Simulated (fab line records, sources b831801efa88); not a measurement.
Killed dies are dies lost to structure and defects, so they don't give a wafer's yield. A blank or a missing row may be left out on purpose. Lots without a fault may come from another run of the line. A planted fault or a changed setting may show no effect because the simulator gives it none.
fab line records | flow gf180mcu
record lots=24 wafers=72 last_day=34
route steps=602 shown V3@444 M5@534 V5@558 TOP_METAL@569
lots that met no fault: from a run of the same line without faults
start_h: hours from the record's first day to the start of the lot's first wafer shown | wait_h: hours since the lot's step before | " the same as in the row above | L1.1+2: a row that stands for several wafers | - no value, or no start given | * or withheld: withheld | < > ~ a bound
route shown NAME@n: a module of which the file shows steps, and the number in the route of the first | usual: mean/standard deviation of fault-free wafers | same: alike in all rows | chamber/n: place in a boat | sites: the reading at each site | _std_site: their standard deviation | _edge_site: outer sites' mean less inner sites' | radius_mm: how far each site lies from the wafer's centre | mask NAME#n: copy n | behind: the tool/chamber that last shaped the wafer | hold: why the lot was held/for how many hours/how that ended | device: the transistor (n, p or np) that didn't switch | end of line: the same wafers' tests at the end of the route | a step without rows: its recipe alone | killed: dies lost to structure and defects at the first sort, not the wafer's yield | map: a wafer's dies, x killed, . not, _ none there
set.NAME: the setting as run; set.NAME@STEP: as run at that earlier step | model.NAME: the simulator's own value behind a step, which no gauge read
steps of the route over a sample of lots; a table a step, a row a wafer
services: from which hour (start_h, from the record's first day; less than 0 if before it) a tool's chamber was out of use, for how many hours, and why
## steps
# step GF_V3_OVL_MEAS_15
# usual V3_OVL=4/4.4
# columns lot.wafer tool chamber start_h wait_h V3_OVL[nm]
L074.2 overlay-01 - 501.48 0.1 2
L074.3 " - " " 11
L074.4 " - " " 3
L075.2 overlay-02 - 513.05 0.1 5
L075.3 " - " " 4
L075.5 " - " " 5
L076.2 overlay-01 - 549.75 0.1 4
L076.5 " - " " -4
L076.6 " - " " 8
L077.1 overlay-01 - 554.40 0.1 9
L077.4 " - " " 7
L077.6 " - " " 9
L079.1 overlay-02 - 554.62 0.1 2
L079.4 " - " " 6
L079.6 " - " " 4
L078.1 overlay-02 - 555.70 0.1 1
L078.4 " - " " 1
L078.6 " - " " -1
L080.1 overlay-01 - 563.47 0.1 -1
L080.4 " - " " 4
L080.6 " - " " 7
L081.3 overlay-02 - 576.31 0.1 0
L081.4 " - " " -6
L081.5 " - " " 0
L082.1 overlay-02 - 581.15 0.1 9
L082.2 " - " " -3
L082.3 " - " " 0
L083.1 overlay-02 - 594.57 0.1 -1
L083.2 " - " " 3
L083.3 " - " " 5
L084.1 overlay-01 - 604.57 0.1 13
L084.5 " - " " 11
L084.6 " - " " 8
L085.1 overlay-01 - 610.52 0.1 5
L085.3 " - " " 8
L085.4 " - " " 3
L086.2 overlay-01 - 611.10 0.1 -2
L086.4 " - " " 1
L086.5 " - " " 6
L087.2 overlay-01 - 620.33 0.1 -2
L087.3 " - " " -7
L087.6 " - " " 3
L088.1 overlay-02 - 633.87 0.1 12
L088.2 " - " " 9
L088.5 " - " " 1
L089.2 overlay-02 - 636.38 0.1 2
L089.3 " - " " 0
L089.5 " - " " 1
L090.1 overlay-02 - 646.20 0.1 9
L090.2 " - " " 3
L090.3 " - " " -1
L091.2 overlay-01 - 648.83 0.1 1
L091.3 " - " " -3
L091.4 " - " " -1
L092.1 overlay-02 - 657.02 0.1 8
L092.2 " - " " 10
L092.4 " - " " 9
L093.4 overlay-02 - 663.99 0.1 -5
L093.5 " - " " -7
L093.6 " - " " -4
L094.2 overlay-02 - 670.73 0.1 -1
L094.4 " - " " 11
L094.6 " - " " 7
L095.1 overlay-02 - 674.22 0.1 8
L095.3 " - " " 1
L095.6 " - " " 6
L096.1 overlay-01 - 681.75 0.1 5
L096.2 " - " " 8
L096.5 " - " " -2
L097.1 overlay-01 - 689.52 0.1 5
L097.2 " - " " 5
L097.6 " - " " 5
# step GF_M5_OVL_MEAS_08
# usual M5_OVL=1/5.8
# columns lot.wafer tool chamber start_h wait_h M5_OVL[nm]
L074.2 overlay-02 - 596.45 0.1 2
L074.3 " - " " 2
L074.4 " - " " 5
L075.2 overlay-02 - 606.43 0.1 4
L075.3 " - " " 6
L075.5 " - " " 8
L076.2 overlay-02 - 638.55 0.1 10
L076.5 " - " " 6
L076.6 " - " " 3
L077.1 overlay-02 - 642.50 0.1 -9
L077.4 " - " " -5
L077.6 " - " " -5
L079.1 overlay-02 - 643.27 0.1 -8
L079.4 " - " " -1
L079.6 " - " " -7
L078.1 overlay-02 - 645.12 0.1 5
L078.4 " - " " 8
L078.6 " - " " 4
L080.1 overlay-02 - 649.87 0.1 -4
L080.4 " - " " -7
L080.6 " - " " -8
L081.3 overlay-02 - 663.63 0.1 -7
L081.4 " - " " -4
L081.5 " - " " 2
L082.1 overlay-02 - 667.10 0.1 1
L082.2 " - " " 4
L082.3 " - " " 4
L083.1 overlay-01 - 680.05 0.1 5
L083.2 " - " " 3
L083.3 " - " " 13
L084.1 overlay-02 - 688.13 0.1 -1
L084.5 " - " " 1
L084.6 " - " " -4
L085.1 overlay-01 - 693.02 0.1 -4
L085.3 " - " " 2
L085.4 " - " " -3
L086.2 overlay-02 - 693.38 0.1 -2
L086.4 " - " " 4
L086.5 " - " " -2
L087.2 overlay-02 - 702.70 0.1 -5
L087.3 " - " " -11
L087.6 " - " " -5
L088.1 overlay-01 - 714.02 0.1 -8
L088.2 " - " " 4
L088.5 " - " " 7
L089.2 overlay-02 - 717.95 0.1 5
L089.3 " - " " 4
L089.5 " - " " -5
L090.1 overlay-02 - 726.09 0.1 8
L090.2 " - " " 9
L090.3 " - " " 7
L091.2 overlay-01 - 728.65 0.1 0
L091.3 " - " " -3
L091.4 " - " " -7
L092.1 overlay-01 - 736.42 0.1 8
L092.2 " - " " -5
L092.4 " - " " 4
L093.4 overlay-02 - 742.34 0.1 3
L093.5 " - " " -3
L093.6 " - " " 5
L094.2 overlay-01 - 748.33 0.1 3
L094.4 " - " " 1
L094.6 " - " " 13
L095.1 overlay-01 - 751.77 0.1 2
L095.3 " - " " 0
L095.6 " - " " 3
L096.1 overlay-01 - 757.67 0.1 13
L096.2 " - " " 11
L096.5 " - " " 14
L097.1 overlay-02 - 765.39 0.1 8
L097.2 " - " " 2
L097.6 " - " " -5
# step GF_V5_STRIP_18
# recipe chemistry=O2/N2 power_w=1400 pressure_mtorr=1500 platen_temp_c=250 o2_flow_sccm=3000 n2_flow_sccm=300 overash_fraction=0.5
# usual drypump_motor_current_A=5.7/0.58 heater_power_w=326/28 oes_product_au=0.569/0.0053
# columns lot.wafer tool chamber start_h wait_h drypump_motor_current_A heater_power_w oes_product_au rf_hours_counter_h
L074.2 plasma_asher-03 1 618.61 - 5.5 344 0.561 20
L074.3 " 0 " " 5.5 303 0.575 -
L074.4 " 1 " " 5.5 338 0.572 -
L075.2 plasma_asher-01 1 627.53 - 6.2 322 0.565 81
L075.3 " 0 " " 4.9 317 0.566 -
L075.5 " 1 " " 6.2 337 0.575 -
L076.2 plasma_asher-01 0 659.24 - 4.9 317 0.562 84
L076.5 " 1 " " 6.2 321 0.578 -
L076.6 " 0 " " 4.9 315 0.560 -
L077.1 plasma_asher-01 1 663.88 - 6.2 326 0.568 84
L077.4 " 1 " " 6.2 331 0.571 -
L077.6 " 0 " " 4.9 308 0.560 -
L079.1 plasma_asher-01 0 664.61 - 4.9 316 0.575 85
L079.4 " 0 " " 4.9 317 0.574 -
L079.6 " 0 " " 4.9 310 0.577 -
L078.1 plasma_asher-04 1 666.30 - 5.5 294 0.565 106
L078.4 " 0 " " 6.6 396 0.572 -
L078.6 " 1 " " 5.6 293 0.568 -
L080.1 plasma_asher-04 0 671.26 - 6.6 385 0.571 107
L080.4 " 1 " " 5.5 288 0.569 -
L080.6 " 0 " " 6.6 389 0.567 -
L081.3 plasma_asher-04 1 683.68 - 5.5 288 0.571 -
L081.4 " 0 " " 6.6 383 0.574 -
L081.5 " 0 " " 6.6 386 0.572 -
L082.1 plasma_asher-01 0 687.96 - 4.9 313 0.568 87
L082.2 " 1 " " 6.2 329 0.575 87
L082.3 " 1 " " 6.2 326 0.575 -
L083.1 plasma_asher-03 1 700.63 - 5.5 350 0.572 28
L083.2 " 0 " " 5.5 300 0.573 28
L083.3 " 0 " " 5.5 302 0.563 -
L084.1 plasma_asher-01 0 709.88 - 4.9 310 0.563 89
L084.5 " 1 " " 6.2 330 0.572 -
L084.6 " 0 " " 4.9 313 0.565 -
L085.1 plasma_asher-01 0 713.21 - 4.9 317 0.571 89
L085.3 " 1 " " 6.2 328 0.571 -
L085.4 " 0 " " 4.9 317 0.572 -
L086.2 plasma_asher-01 0 713.86 - 4.9 307 0.567 89
L086.4 " 1 " " 6.2 325 0.570 -
L086.5 " 0 " " 4.9 313 0.573 -
L087.2 plasma_asher-01 1 722.34 - 6.2 320 0.566 90
L087.3 " 1 " " 6.2 329 0.563 -
L087.6 " 1 " " 6.2 330 0.568 -
L088.1 plasma_asher-04 1 733.31 - 5.5 296 0.562 113
L088.2 " 0 " " 6.6 383 0.571 113
L088.5 " 0 " " 6.6 389 0.572 -
L089.2 plasma_asher-01 0 737.16 - 4.9 306 0.579 92
L089.3 " 1 " " 6.2 329 0.567 -
L089.5 " 0 " " 4.9 309 0.579 -
L090.1 plasma_asher-03 1 744.29 - 5.5 340 0.566 33
L090.2 " 0 " " 5.5 306 0.568 33
L090.3 " 1 " " 5.5 340 0.568 -
L091.2 plasma_asher-03 1 747.93 - 5.5 331 0.578 34
L091.3 " 0 " " 5.5 299 0.568 -
L091.4 " 1 " " 5.5 343 0.560 -
L092.1 plasma_asher-04 1 755.21 - 5.5 316 0.572 1
L092.2 " 0 " " 6.6 381 0.565 1
L092.4 " 1 " " 5.5 309 0.564 -
L093.4 plasma_asher-01 0 760.74 - 4.9 317 0.572 -
L093.5 " 1 " " 6.2 322 0.570 -
L093.6 " 0 " " 4.9 306 0.574 -
L094.2 plasma_asher-04 1 767.01 - 5.6 305 0.573 2
L094.4 " 0 " " 6.6 387 0.575 -
L094.6 " 0 " " 6.6 385 0.567 -
L095.1 plasma_asher-03 1 769.26 - 5.5 337 0.566 36
L095.3 " 1 " " 5.5 335 0.570 -
L095.6 " 0 " " 5.5 296 0.574 -
L096.1 plasma_asher-01 0 775.79 - 4.9 311 0.572 96
L096.2 " 1 " " 6.2 332 0.559 96
L096.5 " 0 " " 4.9 308 0.570 -
L097.1 plasma_asher-03 1 782.49 - 5.5 347 0.574 38
L097.2 " 0 " " 5.5 298 0.577 38
L097.6 " 0 " " 5.5 297 0.567 -
# step GF_V5_SPUTTER_22
# recipe material=TiN target_thk_nm=10 chamber_pressure_pa=5 power_w=4000 time_s=40
# usual throttle_valve_pct=29.8/0.54
# columns lot.wafer tool chamber start_h wait_h throttle_valve_pct
L074.2 pvd_sputter-01 - 619.21 0.0 29.3
L074.3 " - " " 29.8
L074.4 " - " " 29.8
L075.2 pvd_sputter-01 - 628.13 0.0 29.9
L075.3 " - " " 29.5
L075.5 " - " " 29.9
L076.2 pvd_sputter-02 - 659.85 0.0 29.7
L076.5 " - " " 29.4
L076.6 " - " " 30.6
L077.1 pvd_sputter-02 - 664.49 0.0 28.6
L077.4 " - " " 30.4
L077.6 " - " " 28.2
L079.1 pvd_sputter-04 - 665.24 0.0 30.4
L079.4 " - " " 29.5
L079.6 " - " " 30.2
L078.1 pvd_sputter-04 - 666.93 0.0 30.1
L078.4 " - " " 29.8
L078.6 " - " " 29.9
L080.1 pvd_sputter-02 - 671.87 0.0 29.8
L080.4 " - " " 30.5
L080.6 " - " " 30.7
L081.3 pvd_sputter-02 - 684.28 0.0 29.6
L081.4 " - " " 29.7
L081.5 " - " " 28.6
L082.1 pvd_sputter-04 - 688.62 0.0 30.0
L082.2 " - " " 29.5
L082.3 " - " " 30.4
L083.1 pvd_sputter-04 - 701.26 0.0 30.4
L083.2 " - " " 29.8
L083.3 " - " " 30.1
L084.1 pvd_sputter-04 - 710.52 0.0 29.5
L084.5 " - " " 30.3
L084.6 " - " " 30.3
L085.1 pvd_sputter-04 - 713.84 0.0 29.9
L085.3 " - " " 30.1
L085.4 " - " " 29.5
L086.2 pvd_sputter-02 - 714.50 0.0 29.7
L086.4 " - " " 30.9
L086.5 " - " " 29.8
L087.2 pvd_sputter-01 - 722.95 0.0 29.9
L087.3 " - " " 29.6
L087.6 " - " " 29.7
L088.1 pvd_sputter-01 - 733.94 0.0 29.9
L088.2 " - " " 29.7
L088.5 " - " " 30.0
L089.2 pvd_sputter-02 - 737.76 0.0 28.4
L089.3 " - " " 30.2
L089.5 " - " " 29.7
L090.1 pvd_sputter-01 - 744.89 0.0 29.6
L090.2 " - " " 29.7
L090.3 " - " " 29.6
L091.2 pvd_sputter-04 - 748.59 0.0 29.9
L091.3 " - " " 29.7
L091.4 " - " " 30.2
L092.1 pvd_sputter-02 - 755.81 0.0 28.4
L092.2 " - " " 30.4
L092.4 " - " " 29.8
L093.4 pvd_sputter-01 - 761.34 0.0 29.7
L093.5 " - " " 29.9
L093.6 " - " " 29.4
L094.2 pvd_sputter-01 - 767.65 0.0 29.6
L094.4 " - " " 29.8
L094.6 " - " " 29.4
L095.1 pvd_sputter-04 - 769.93 0.0 29.4
L095.3 " - " " 29.3
L095.6 " - " " 29.5
L096.1 pvd_sputter-02 - 776.42 0.0 28.6
L096.2 " - " " 29.8
L096.5 " - " " 30.7
L097.1 pvd_sputter-02 - 783.10 0.0 28.5
L097.2 " - " " 29.9
L097.6 " - " " 29.7
# step GF_TOP_METAL_SPUTTER_02
# recipe material=AlCu target_thk_nm=900 power_w=10600 chamber_pressure_pa=0.3 substrate_temp_c=250 gas=Ar time_s=47.82
# usual throttle_valve_pct=30.1/0.69
# columns lot.wafer tool chamber start_h wait_h throttle_valve_pct
L074.2 pvd_sputter-02 - 619.97 0.0 30.6
L074.3 " - " " 29.6
L074.4 " - " " 29.7
L075.2 pvd_sputter-02 - 628.89 0.0 29.5
L075.3 " - " " 30.5
L075.5 " - " " 29.5
L076.2 pvd_sputter-01 - 660.61 0.0 30.0
L076.5 " - " " 29.9
L076.6 " - " " 30.2
L077.1 pvd_sputter-03 - 665.25 0.0 30.8
L077.4 " - " " 31.1
L077.6 " - " " 30.6
L079.1 pvd_sputter-03 - 666.03 0.0 30.4
L079.4 " - " " 30.9
L079.6 " - " " 31.4
L078.1 pvd_sputter-02 - 667.69 0.0 29.6
L078.4 " - " " 30.6
L078.6 " - " " 30.7
L080.1 pvd_sputter-02 - 672.63 0.0 29.4
L080.4 " - " " 29.8
L080.6 " - " " 29.6
L081.3 pvd_sputter-02 - 685.04 0.0 30.3
L081.4 " - " " 29.5
L081.5 " - " " 29.3
L082.1 pvd_sputter-03 - 689.38 0.0 30.7
L082.2 " - " " 30.8
L082.3 " - " " 30.2
L083.1 pvd_sputter-02 - 702.02 0.0 29.9
L083.2 " - " " 28.4
L083.3 " - " " 29.0
L084.1 pvd_sputter-01 - 711.28 0.0 29.7
L084.5 " - " " 29.8
L084.6 " - " " 29.9
L085.1 pvd_sputter-03 - 714.60 0.0 30.1
L085.3 " - " " 31.0
L085.4 " - " " 30.2
L086.2 pvd_sputter-01 - 715.26 0.0 30.0
L086.4 " - " " 30.0
L086.5 " - " " 30.1
L087.2 pvd_sputter-01 - 723.71 0.0 30.1
L087.3 " - " " 29.9
L087.6 " - " " 29.5
L088.1 pvd_sputter-03 - 734.70 0.0 30.3
L088.2 " - " " 30.6
L088.5 " - " " 31.0
L089.2 pvd_sputter-01 - 738.53 0.0 29.9
L089.3 " - " " 29.7
L089.5 " - " " 29.7
L090.1 pvd_sputter-01 - 745.88 0.0 30.2
L090.2 " - " " 29.7
L090.3 " - " " 29.7
L091.2 pvd_sputter-01 - 749.35 0.0 29.9
L091.3 " - " " 29.4
L091.4 " - " " 30.2
L092.1 pvd_sputter-03 - 756.57 0.0 30.4
L092.2 " - " " 30.0
L092.4 " - " " 30.9
L093.4 pvd_sputter-03 - 762.32 0.0 30.3
L093.5 " - " " 30.3
L093.6 " - " " 31.1
L094.2 pvd_sputter-03 - 768.41 0.0 31.0
L094.4 " - " " 30.6
L094.6 " - " " 31.1
L095.1 pvd_sputter-02 - 770.69 0.0 28.3
L095.3 " - " " 29.6
L095.6 " - " " 30.6
L096.1 pvd_sputter-01 - 777.18 0.0 29.8
L096.2 " - " " 29.9
L096.5 " - " " 29.5
L097.1 pvd_sputter-02 - 783.87 0.0 30.6
L097.2 " - " " 29.3
L097.6 " - " " 28.5
# step GF_TOP_METAL_METAL_ETCH_16
# recipe chemistry=Cl2/BCl3 mask_material=NOVOLAK target_depth_nm=1077.5 stop_on=SiO2 pressure_mtorr=8 icp_w=800 bias_w=140 Cl2_flow_sccm=80 bcl3_flow_sccm=40 time_s=179.6
# usual drypump_motor_current_A=5.7/0.31 oes_product_au=0.964/0.0075 throttle_valve_pct=28.259/0.011
# columns lot.wafer tool chamber start_h wait_h drypump_motor_current_A oes_product_au rf_hours_counter_h throttle_valve_pct
L074.2 rie_metal-03 1 639.59 0.1 5.2 0.975 - 28.240
L074.3 " 1 " " 5.2 0.967 - 28.238
L074.4 " 1 " " 5.2 0.984 - 28.259
L075.2 rie_metal-04 0 648.80 0.1 5.7 0.955 - 28.255
L075.3 " 0 " " 5.7 0.968 - 28.273
L075.5 " 0 " " 5.6 0.960 - 28.265
L076.2 rie_metal-03 1 679.86 0.0 5.2 0.951 14 28.269
L076.5 " 0 " " 5.9 0.953 - 28.257
L076.6 " 1 " " 5.2 0.943 - 28.260
L077.1 rie_metal-04 0 684.01 0.0 5.7 0.963 14 28.252
L077.4 " 1 " " 5.5 0.979 - 28.267
L077.6 " 0 " " 5.6 0.959 - 28.276
L079.1 rie_metal-03 0 684.89 0.0 5.9 0.964 1 28.268
L079.4 " 0 " " 5.9 0.977 - 28.264
L079.6 " 1 " " 5.2 0.972 - 28.273
L078.1 rie_metal-04 1 686.54 0.0 5.6 0.958 1 28.262
L078.4 " 0 " " 5.7 0.952 - 28.260
L078.6 " 1 " " 5.6 0.967 - 28.259
L080.1 rie_metal-03 1 691.78 0.0 5.2 0.952 14 28.252
L080.4 " 1 " " 5.2 0.968 - 28.242
L080.6 " 0 " " 5.8 0.963 - 28.271
L081.3 rie_metal-01 0 704.21 0.1 5.7 0.967 - 28.253
L081.4 " 1 " " 6.2 0.975 - 28.242
L081.5 " 1 " " 6.2 0.963 - 28.251
L082.1 rie_metal-04 0 709.03 0.0 5.7 0.962 15 28.268
L082.2 " 1 " " 5.6 0.949 2 28.263
L082.3 " 0 " " 5.7 0.968 - 28.251
L083.1 rie_metal-03 0 719.89 0.0 5.8 0.958 3 28.254
L083.2 " 0 " " 5.8 0.970 - 28.256
L083.3 " 0 " " 5.8 0.955 - 28.270
L084.1 rie_metal-04 1 729.28 0.0 5.5 0.950 3 28.269
L084.5 " 1 " " 5.6 0.950 - 28.288
L084.6 " 1 " " 5.6 0.951 - 28.264
L085.1 rie_metal-04 1 731.99 0.0 5.6 0.967 3 28.267
L085.3 " 1 " " 5.5 0.954 - 28.269
L085.4 " 1 " " 5.6 0.967 - 28.252
L086.2 rie_metal-01 1 732.89 0.0 6.3 0.956 3 28.258
L086.4 " 1 " " 6.3 0.969 - 28.265
L086.5 " 0 " " 5.7 0.964 - 28.269
L087.2 rie_metal-01 0 741.26 0.0 5.7 0.953 7 28.260
L087.3 " 0 " " 5.7 0.960 - 28.270
L087.6 " 0 " " 5.7 0.962 - 28.248
L088.1 rie_metal-01 1 752.18 0.0 6.2 0.972 4 28.239
L088.2 " 0 " " 5.7 0.956 7 28.260
L088.5 " 0 " " 5.6 0.966 - 28.234
L089.2 rie_metal-03 0 756.24 0.0 5.8 0.965 4 28.240
L089.3 " 0 " " 5.8 0.965 - 28.257
L089.5 " 0 " " 5.8 0.965 - 28.255
L090.1 rie_metal-04 1 761.79 0.0 5.5 0.965 5 28.274
L090.2 " 0 " " 5.7 0.965 1 28.267
L090.3 " 1 " " 5.5 0.973 - 28.267
L091.2 rie_metal-04 0 766.08 0.0 5.7 0.964 1 28.266
L091.3 " 1 " " 5.5 0.975 - 28.263
L091.4 " 0 " " 5.7 0.957 - 28.271
L092.1 rie_metal-01 0 772.98 0.0 5.6 0.966 8 28.258
L092.2 " 1 " " 6.2 0.964 4 28.234
L092.4 " 0 " " 5.7 0.963 - 28.240
L093.4 rie_metal-01 0 778.39 0.1 5.7 0.956 - 28.265
L093.5 " 0 " " 5.7 0.956 - 28.252
L093.6 " 1 " " 6.2 0.952 - 28.268
L094.2 rie_metal-03 1 784.54 0.0 5.2 0.960 3 28.255
L094.4 " 0 " " 5.8 0.953 - 28.269
L094.6 " 0 " " 5.8 0.964 - 28.256
L095.1 rie_metal-01 0 786.71 0.0 5.7 0.958 9 28.260
L095.3 " 1 " " 6.3 0.973 - 28.248
L095.6 " 0 " " 5.7 0.964 - 28.265
L096.1 rie_metal-03 1 791.95 0.0 5.2 0.973 3 28.274
L096.2 " 0 " " 5.8 0.970 5 28.259
L096.5 " 0 " " 5.8 0.965 - 28.253
L097.1 rie_metal-01 0 799.23 0.0 5.6 0.969 10 28.236
L097.2 " 1 " " 6.2 0.961 6 28.280
L097.6 " 1 " " 6.2 0.963 - 28.269
## services
# columns tool chamber start_h hours kind
pvd_sputter-02 - 601.38 4.2 repair
rie_metal-01 - 606.03 2.8 pm
pvd_sputter-02 3 611.46 - consumable_replace:kit
pvd_sputter-02 3 611.46 18.0 scheduled_down
pvd_sputter-02 3 611.46 18.0 vent_cycle
plasma_asher-01 - 621.76 2.8 pm
rie_metal-03 0 633.62 - clean
rie_metal-01 - 635.17 2.3 repair
plasma_asher-04 - 639.79 2.8 pm
pvd_sputter-02 - 647.08 1.9 repair
pvd_sputter-04 - 650.40 0.8 repair
rie_metal-01 - 666.74 4.0 repair
pvd_sputter-01 - 667.28 1.5 repair
pvd_sputter-01 - 682.94 19.3 repair
pvd_sputter-04 - 697.68 1.8 repair
pvd_sputter-01 - 700.36 5.5 repair
rie_metal-03 - 724.11 14.6 pm
pvd_sputter-01 3 725.89 - consumable_replace:kit
pvd_sputter-01 3 725.89 18.0 scheduled_down
pvd_sputter-01 3 725.89 18.0 vent_cycle
plasma_asher-04 - 733.75 9.0 pm
rie_metal-03 0 765.25 16.8 repair
pvd_sputter-03 - 769.91 5.2 repair
pvd_sputter-04 - 774.43 3.2 repair
## key
fault none
